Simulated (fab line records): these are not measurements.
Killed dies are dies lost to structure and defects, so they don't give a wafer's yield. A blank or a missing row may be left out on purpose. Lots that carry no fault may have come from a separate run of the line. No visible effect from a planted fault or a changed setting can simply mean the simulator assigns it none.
The tool behind it: which one? -- flow gf180mcu -- 7 lots, 21 wafers sampled, at 1 step of a route of 602

## WHAT EACH GAUGE READ, for each wafer
GF_STI_BOW_MEAS_00.
lot,measured,on,INCOMING_BOW (um)
L838,day 1 20:02,film-metro-01,-1 1 1
L840,day 2 06:01,film-metro-03,-2 -4 -11
L843,day 2 21:00,film-metro-01,8 6 -6
L845,day 3 07:01,film-metro-01,-5 6 -4
L847,day 3 17:01,film-metro-01,-5 -10 -2
L856,day 5 14:00,film-metro-03,-13 -7 -2
L859,day 6 05:00,film-metro-03,-4 -5 -7

## TOOL THAT RAN EACH LOT (tool first, then ch and the chambers of the sampled wafers, then the start)
No process step before these readings appears in the record.

## THE ANSWER, worked out from the rows above alone
Rule: what is usual is taken from the lots themselves. The widest of any qualifying gaps counts: lots, ordered by their means at a reading, are off when they make up no more than a third of the lots, leave a main group of 4 or more, and stand apart from it by 3 or more times the standard deviation of that group's means. A main group whose means are all the same, to the digits that the tables above print for the reading, isn't used. A lot without any number at a reading at which 4 lots or more have one is off too. Where the step has rows for the other lots, those lots are counted as sound.
No lot is off on any of the readings shown, so nothing can be concluded from this.

## WHAT THE SIMULATOR PUT IN
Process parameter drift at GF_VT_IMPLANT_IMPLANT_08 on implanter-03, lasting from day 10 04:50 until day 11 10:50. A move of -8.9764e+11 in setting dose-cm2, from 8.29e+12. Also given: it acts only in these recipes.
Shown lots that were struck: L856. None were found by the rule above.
